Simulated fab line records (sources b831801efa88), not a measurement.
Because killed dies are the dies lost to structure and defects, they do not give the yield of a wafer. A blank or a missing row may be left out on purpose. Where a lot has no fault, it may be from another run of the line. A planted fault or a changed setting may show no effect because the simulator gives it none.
A struck lot beside a sound one -- flow sky130 -- 35 out of 708 route steps
Sound: the wafers L819.1, L819.4, L819.6. Struck: wafer L828.4 (left out: L828.3, L828.6 of the same lot, which were not struck); the cause appears at the end.
Per side, at each step with rows, come the tool, then ch with its chambers, and then its first start. Under that, the readings that differ: sound wafers -- struck wafers -- difference of the means -- sigmas: that difference in standard deviations of wafers without a fault.
alike: words and numbers the same on both sides, and readings whose means are apart by under 2 such deviations; not compared: readings that were withheld, readings missing a value for some wafer, numbers with overlapping values and no deviation given by the record, and bounds like >300 which may hide the same value.
A row with sigmas, a row that says differs or no value, or rows on one side alone: a step with any of these is where the two part. Non-overlapping numbers with no deviation appear without sigmas and do not part them. Lack of a reading on every wafer of one side parts them only where that side has two or more wafers.

first, 10 steps without rows for these wafers: SKY_VIA3_EXPOSE_09 (exposes mask VIM3, target cd 200 nm); SKY_VIA3_PEB_10; SKY_VIA3_DEVELOP_11 (develop time 60 s); SKY_VIA3_ETCH_14 (etches BARC in N2/H2, stops on SiO2, time 45.9 s, target depth 60 nm); SKY_VIA3_ETCH_15 (etches SiO2 in C4F8/O2/Ar, stops on TiN, target depth 507 nm, time 78 s); SKY_VIA3_STRIP_16 (strips in O2/N2); SKY_VIA3_STRIP_17 (strips in post etch residue remover, time 1200 s); SKY_VIA3_CLEAN_18 (cleans in IPA, time 180 s); SKY_VIA3_CLEAN_19 (cleans in O3/DIW); SKY_VIA3_SPUTTER_20 (material TiN, target thk 20 nm, time 80 s).
SKY_VIA3_CVD_21: deposits W, target thk 390 nm, time 117.31 s.
  sound on cvd-w-02 ch 0,1, day 39 17:23; struck on cvd-w-01 ch 1, day 42 23:07
  alike: heater-power-w
then, 23 steps without rows for these wafers: SKY_VIA3_CMP_24 (polishes, stops on SiO2, t overpolish 20 s, target thk 0 nm); SKY_METAL4_SPUTTER_00 (material Ti, target thk 15 nm, time 10 s); SKY_METAL4_SPUTTER_01 (material TiN, target thk 20 nm, time 16.7 s); SKY_METAL4_SPUTTER_02 (material AlCu, target thk 735 nm, time 39.1 s); SKY_METAL4_SPUTTER_03 (material Ti, target thk 5 nm, time 3.3 s); SKY_METAL4_SPUTTER_04 (material TiN, target thk 70 nm, time 58.3 s); SKY_CAP2M_CVD_00 (deposits SiO2, target thk 15.5 nm); SKY_CAP2M_SPUTTER_02 (material TiN, target thk 200 nm, time 166.7 s); SKY_CAP2M_DEHYDRATE_05 (time 60 s); SKY_CAP2M_HMDS_06 (prime time 60 s); SKY_CAP2M_COAT_07 (resist thk 1140 nm); SKY_CAP2M_SOFTBAKE_08 (time 60 s); SKY_CAP2M_EXPOSE_09 (exposes mask CAP2M, target cd 1000 nm); SKY_CAP2M_PEB_10; SKY_CAP2M_DEVELOP_11 (develop time 60 s); SKY_CAP2M_METAL_ETCH_13 (etches TiN in Cl2/BCl3, stops on SiO2, target depth 220 nm, time 62.9 s); SKY_CAP2M_STRIP_14 (strips in O2/N2); SKY_CAP2M_STRIP_15 (strips in post etch residue remover, time 1200 s); SKY_CAP2M_CLEAN_16 (cleans in IPA, time 180 s); SKY_CAP2M_CLEAN_17 (cleans in O3/DIW); SKY_METAL4_DEHYDRATE_05 (time 60 s); SKY_METAL4_HMDS_06 (prime time 60 s); SKY_METAL4_COAT_07 (resist thk 60 nm).
-- the record jumps here: 6 days lie between the struck wafers' starts before and after (it left off in module METAL4 and takes up again in module PAD_OPEN, whose first step shown is number 708 of the route) --
SKY_PAD_OPEN_PROBE_99:
  sound on prober-01 at day 45 20:05; struck on prober-02 at day 48 12:51
reading,sound,struck,difference,sigmas
hold,- - -,await-dispo/4.6h/release,no value on the sound wafers,
defect-limited-yield (%),82.9 82.9 82.5,74.4,-8.4,-4
killed_at_M0_to_M3,34 43 43,84,+44,+7
killed-at-other,0 2 2,0,-1,-2
killed-dies,84 84 86,126,+41,+4
model.etest.tester.sort-n-pass,408 408 406,366,-41,
model.etest.tester.sort-yield-pct (%),82.93 82.93 82.52,74.39,-8.40,
model.etest.tester.sort_bin_5_pct (%),10.98 9.35 9.959,15.85,+5.75,
model.etest.tester.sort_bin_3_pct (%),0.4065 0.4065 0.813,3.049,+2.507,
  alike: killed_at_M4_up, killed-at-contacts, killed-at-front-end, killed-open, killed-short

## WHERE THEY PART
At SKY_PAD_OPEN_PROBE_99 and nowhere else, as far as this record goes.

WHY: what the simulator had put in
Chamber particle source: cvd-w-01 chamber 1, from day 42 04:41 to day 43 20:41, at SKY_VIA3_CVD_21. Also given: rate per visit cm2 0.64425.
